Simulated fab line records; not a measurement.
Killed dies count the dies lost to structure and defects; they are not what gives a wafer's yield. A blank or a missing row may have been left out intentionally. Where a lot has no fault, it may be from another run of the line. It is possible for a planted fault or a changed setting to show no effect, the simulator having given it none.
Which tool did it? || flow sky130 || 12 lots with 34 wafers sampled at 4 steps, on a route of 708 steps

## WHAT EACH GAUGE READ, for each wafer
SKY_LI_CONTACT_CD_MEAS_12: the cd target is 170 nm.
{"lot": "L161", "measured": "day 29 19:34", "on": "cd_sem-01", "cd_nm (nm)": "172.9 157.3 173.5 172.7 157.0 173.9"}
{"lot": "L162", "measured": "day 29 23:43", "on": "cd_sem-02", "cd_nm (nm)": "155.3 172.4 155.6 172.3"}
{"lot": "L164", "measured": "day 31 08:55", "on": "cd_sem-02", "cd_nm (nm)": "155.7 172.6 155.7 172.1"}
{"lot": "L173", "measured": "day 34 01:25", "on": "cd_sem-02", "cd_nm (nm)": "169.1 170.2 169.3"}
{"lot": "L175", "measured": "day 34 20:10", "on": "cd_sem-02", "cd_nm (nm)": "172.2 173.7 173.1"}
{"lot": "L174", "measured": "day 34 21:21", "on": "cd_sem-01", "cd_nm (nm)": "169.4 169.9 168.5"}
{"lot": "L176", "measured": "day 35 03:21", "on": "cd_sem-01", "cd_nm (nm)": "168.0 166.7 168.0"}
{"lot": "L177", "measured": "day 35 03:26", "on": "cd_sem-01", "cd_nm (nm)": "172.8 172.6 172.9"}
{"lot": "L178", "measured": "day 35 07:20", "on": "cd_sem-02", "cd_nm (nm)": "171.6 172.2 170.9"}
{"lot": "L179", "measured": "day 35 14:46", "on": "cd_sem-01", "cd_nm (nm)": "170.3 170.2 170.9"}
{"lot": "L180", "measured": "day 35 18:08", "on": "cd_sem-02", "cd_nm (nm)": "168.9 167.6 166.6"}
{"lot": "L181", "measured": "day 36 11:16", "on": "cd_sem-02", "cd_nm (nm)": "168.4 169.2 168.8"}

## WHAT TOOL EACH LOT RAN ON (gives the tool, then ch and the chambers of the sampled wafers, and finally the start)
{"lot": "L161", "SKY_POLY_CUT_STRIP_12": "plasma_asher-04 ch 0,1, day 24 23:05", "SKY_LI_CONTACT_CMP_02": "cmp-01 ch 1,3, day 28 15:07", "SKY_LI_CONTACT_EXPOSE_09": "krf_scanner-02 ch 0, day 29 05:33"}
{"lot": "L162", "SKY_POLY_CUT_STRIP_12": "plasma_asher-04 ch 0,1, day 25 03:32", "SKY_LI_CONTACT_CMP_02": "cmp-02 ch 1, day 28 21:50", "SKY_LI_CONTACT_EXPOSE_09": "krf_scanner-02 ch 0, day 29 09:59"}
{"lot": "L164", "SKY_POLY_CUT_STRIP_12": "plasma_asher-04 ch 0,1, day 26 15:01", "SKY_LI_CONTACT_CMP_02": "cmp-01 ch 0,3, day 30 05:14", "SKY_LI_CONTACT_EXPOSE_09": "krf_scanner-02 ch 0, day 30 18:54"}
{"lot": "L173", "SKY_POLY_CUT_STRIP_12": "plasma_asher-04 ch 0,1, day 29 09:41", "SKY_LI_CONTACT_CMP_02": "cmp-01 ch 0,1,3, day 32 21:59", "SKY_LI_CONTACT_EXPOSE_09": "krf_scanner-02 ch 0, day 33 12:34"}
{"lot": "L175", "SKY_POLY_CUT_STRIP_12": "plasma_asher-03 ch 0,1, day 30 03:53", "SKY_LI_CONTACT_CMP_02": "cmp-02 ch 0,3, day 33 17:31", "SKY_LI_CONTACT_EXPOSE_09": "krf_scanner-01 ch 0, day 34 06:34"}
{"lot": "L174", "SKY_POLY_CUT_STRIP_12": "plasma_asher-03 ch 0,1, day 30 06:11", "SKY_LI_CONTACT_CMP_02": "cmp-01 ch 0,1, day 33 18:18", "SKY_LI_CONTACT_EXPOSE_09": "krf_scanner-02 ch 0, day 34 07:22"}
{"lot": "L176", "SKY_POLY_CUT_STRIP_12": "plasma_asher-02 ch 0,1, day 30 12:05", "SKY_LI_CONTACT_CMP_02": "cmp-01 ch 0,1, day 33 23:52", "SKY_LI_CONTACT_EXPOSE_09": "krf_scanner-02 ch 0, day 34 13:48"}
{"lot": "L177", "SKY_POLY_CUT_STRIP_12": "plasma_asher-03 ch 0,1, day 30 12:23", "SKY_LI_CONTACT_CMP_02": "cmp-02 ch 0,3, day 34 00:16", "SKY_LI_CONTACT_EXPOSE_09": "krf_scanner-02 ch 0, day 34 13:55"}
{"lot": "L178", "SKY_POLY_CUT_STRIP_12": "plasma_asher-02 ch 0,1, day 30 18:13", "SKY_LI_CONTACT_CMP_02": "cmp-01 ch 0,1,2, day 34 04:11", "SKY_LI_CONTACT_EXPOSE_09": "krf_scanner-02 ch 0, day 34 18:11"}
{"lot": "L179", "SKY_POLY_CUT_STRIP_12": "plasma_asher-04 ch 0,1, day 31 03:14", "SKY_LI_CONTACT_CMP_02": "cmp-02 ch 0,1,3, day 34 12:26", "SKY_LI_CONTACT_EXPOSE_09": "krf_scanner-02 ch 0, day 35 02:30"}
{"lot": "L180", "SKY_POLY_CUT_STRIP_12": "plasma_asher-02 ch 1, day 31 05:07", "SKY_LI_CONTACT_CMP_02": "cmp-02 ch 1,3, day 34 15:18", "SKY_LI_CONTACT_EXPOSE_09": "krf_scanner-02 ch 0, day 35 05:20"}
{"lot": "L181", "SKY_POLY_CUT_STRIP_12": "plasma_asher-02 ch 0,1, day 31 22:42", "SKY_LI_CONTACT_CMP_02": "cmp-02 ch 0,1,2, day 35 08:41", "SKY_LI_CONTACT_EXPOSE_09": "krf_scanner-01 ch 0, day 35 22:32"}
- SKY_POLY_CUT_STRIP_12: strips in O2/N2.
- SKY_LI_CONTACT_CMP_02: polishes PSG.
- SKY_LI_CONTACT_EXPOSE_09: exposes mask LICM1, target cd 170 nm.

## WHAT THE TOOLS THEMSELVES READ (means of the sampled wafers that have a number; where no wafer has one, the mark that the record gives instead)
SKY_POLY_CUT_STRIP_12.
{"lot": "L161", "tool": "plasma_asher-04", "drypump_motor_current_A (A)": 5.8, "n2_flow_sccm (sccm)": 299.0, "oes_product_au (a.u.)": 0.446, "strip_time_to_endpoint_s (s)": 5.349}
{"lot": "L162", "tool": "plasma_asher-04", "drypump_motor_current_A (A)": 5.7, "n2_flow_sccm (sccm)": 299.5, "oes_product_au (a.u.)": 0.449, "strip_time_to_endpoint_s (s)": 5.366}
{"lot": "L164", "tool": "plasma_asher-04", "drypump_motor_current_A (A)": 5.8, "n2_flow_sccm (sccm)": 299.3, "oes_product_au (a.u.)": 0.458, "strip_time_to_endpoint_s (s)": 5.358}
{"lot": "L173", "tool": "plasma_asher-04", "drypump_motor_current_A (A)": 5.8, "n2_flow_sccm (sccm)": 299.6, "oes_product_au (a.u.)": 0.451, "strip_time_to_endpoint_s (s)": 5.376}
{"lot": "L175", "tool": "plasma_asher-03", "drypump_motor_current_A (A)": 5.7, "n2_flow_sccm (sccm)": 299.9, "oes_product_au (a.u.)": 0.454, "strip_time_to_endpoint_s (s)": 5.368}
{"lot": "L174", "tool": "plasma_asher-03", "drypump_motor_current_A (A)": 6.1, "n2_flow_sccm (sccm)": 300.2, "oes_product_au (a.u.)": 0.460, "strip_time_to_endpoint_s (s)": 5.394}
{"lot": "L176", "tool": "plasma_asher-02", "drypump_motor_current_A (A)": 5.4, "n2_flow_sccm (sccm)": 300.2, "oes_product_au (a.u.)": 0.453, "strip_time_to_endpoint_s (s)": 5.399}
{"lot": "L177", "tool": "plasma_asher-03", "drypump_motor_current_A (A)": 5.7, "n2_flow_sccm (sccm)": 300.0, "oes_product_au (a.u.)": 0.453, "strip_time_to_endpoint_s (s)": 5.343}
{"lot": "L178", "tool": "plasma_asher-02", "drypump_motor_current_A (A)": 5.4, "n2_flow_sccm (sccm)": 300.5, "oes_product_au (a.u.)": 0.450, "strip_time_to_endpoint_s (s)": 5.353}
{"lot": "L179", "tool": "plasma_asher-04", "drypump_motor_current_A (A)": 5.7, "n2_flow_sccm (sccm)": 299.7, "oes_product_au (a.u.)": 0.451, "strip_time_to_endpoint_s (s)": 5.351}
{"lot": "L180", "tool": "plasma_asher-02", "drypump_motor_current_A (A)": 5.6, "n2_flow_sccm (sccm)": 302.2, "oes_product_au (a.u.)": 0.456, "strip_time_to_endpoint_s (s)": 5.350}
{"lot": "L181", "tool": "plasma_asher-02", "drypump_motor_current_A (A)": 5.4, "n2_flow_sccm (sccm)": 300.8, "oes_product_au (a.u.)": 0.455, "strip_time_to_endpoint_s (s)": 5.373}

SKY_LI_CONTACT_CMP_02.
{"lot": "L161", "tool": "cmp-01", "edge_zone_pressure_frac": 1.000, "motor_current_A (A)": 12.4, "time_to_endpoint_s (s)": 34.3}
{"lot": "L162", "tool": "cmp-02", "edge_zone_pressure_frac": 1.008, "motor_current_A (A)": 11.9, "time_to_endpoint_s (s)": 27.1}
{"lot": "L164", "tool": "cmp-01", "edge_zone_pressure_frac": 1.000, "motor_current_A (A)": 11.4, "time_to_endpoint_s (s)": 31.9}
{"lot": "L173", "tool": "cmp-01", "edge_zone_pressure_frac": 0.997, "motor_current_A (A)": 12.4, "time_to_endpoint_s (s)": 33.2}
{"lot": "L175", "tool": "cmp-02", "edge_zone_pressure_frac": 1.001, "motor_current_A (A)": 12.4, "time_to_endpoint_s (s)": 29.7}
{"lot": "L174", "tool": "cmp-01", "edge_zone_pressure_frac": 1.005, "motor_current_A (A)": 12.4, "time_to_endpoint_s (s)": 27.4}
{"lot": "L176", "tool": "cmp-01", "edge_zone_pressure_frac": 1.002, "motor_current_A (A)": 13.3, "time_to_endpoint_s (s)": 26.3}
{"lot": "L177", "tool": "cmp-02", "edge_zone_pressure_frac": 1.001, "motor_current_A (A)": 11.5, "time_to_endpoint_s (s)": 32.3}
{"lot": "L178", "tool": "cmp-01", "edge_zone_pressure_frac": 1.002, "motor_current_A (A)": 12.3, "time_to_endpoint_s (s)": 29.8}
{"lot": "L179", "tool": "cmp-02", "edge_zone_pressure_frac": 0.996, "motor_current_A (A)": 11.7, "time_to_endpoint_s (s)": 28.0}
{"lot": "L180", "tool": "cmp-02", "edge_zone_pressure_frac": 0.999, "motor_current_A (A)": 12.3, "time_to_endpoint_s (s)": 29.1}
{"lot": "L181", "tool": "cmp-02", "edge_zone_pressure_frac": 1.001, "motor_current_A (A)": 12.4, "time_to_endpoint_s (s)": 31.3}

SKY_LI_CONTACT_EXPOSE_09.
{"lot": "L161", "tool": "krf_scanner-02", "focus_offset_nm (nm)": -0.2}
{"lot": "L162", "tool": "krf_scanner-02", "focus_offset_nm (nm)": -0.4}
{"lot": "L164", "tool": "krf_scanner-02", "focus_offset_nm (nm)": 0.5}
{"lot": "L173", "tool": "krf_scanner-02", "focus_offset_nm (nm)": 0.0}
{"lot": "L175", "tool": "krf_scanner-01", "focus_offset_nm (nm)": 0.2}
{"lot": "L174", "tool": "krf_scanner-02", "focus_offset_nm (nm)": 0.8}
{"lot": "L176", "tool": "krf_scanner-02", "focus_offset_nm (nm)": -0.2}
{"lot": "L177", "tool": "krf_scanner-02", "focus_offset_nm (nm)": -0.2}
{"lot": "L178", "tool": "krf_scanner-02", "focus_offset_nm (nm)": 0.2}
{"lot": "L179", "tool": "krf_scanner-02", "focus_offset_nm (nm)": -0.1}
{"lot": "L180", "tool": "krf_scanner-02", "focus_offset_nm (nm)": -0.1}
{"lot": "L181", "tool": "krf_scanner-01", "focus_offset_nm (nm)": 0.1}

## THE ANSWER, worked out from the rows above alone
Rule: what is usual is taken from the lots themselves. Put in order of their means at a reading, lots are off if they are a third of the lots or fewer, leave a main group of 4 or more, and stand apart from it by a gap of 3 or more times the standard deviation of the main group's means; of several such gaps the widest counts. A main group whose means are all the same, to the digits that the tables above print for the reading, isn't used. Also off: a lot with no number at a reading for which 4 or more lots have one. All remaining lots with rows at the step are treated as sound. First the gauges in route order, then the tools' own readings, where a lot's mean is used as printed above. The first step at which some lot is off is used, and at that step the reading that is off furthest; a lot without a number counts as furthest.
No lot is off on any of the readings shown, so nothing can be concluded from this.

## WHAT HAD BEEN PUT IN BY THE SIMULATOR
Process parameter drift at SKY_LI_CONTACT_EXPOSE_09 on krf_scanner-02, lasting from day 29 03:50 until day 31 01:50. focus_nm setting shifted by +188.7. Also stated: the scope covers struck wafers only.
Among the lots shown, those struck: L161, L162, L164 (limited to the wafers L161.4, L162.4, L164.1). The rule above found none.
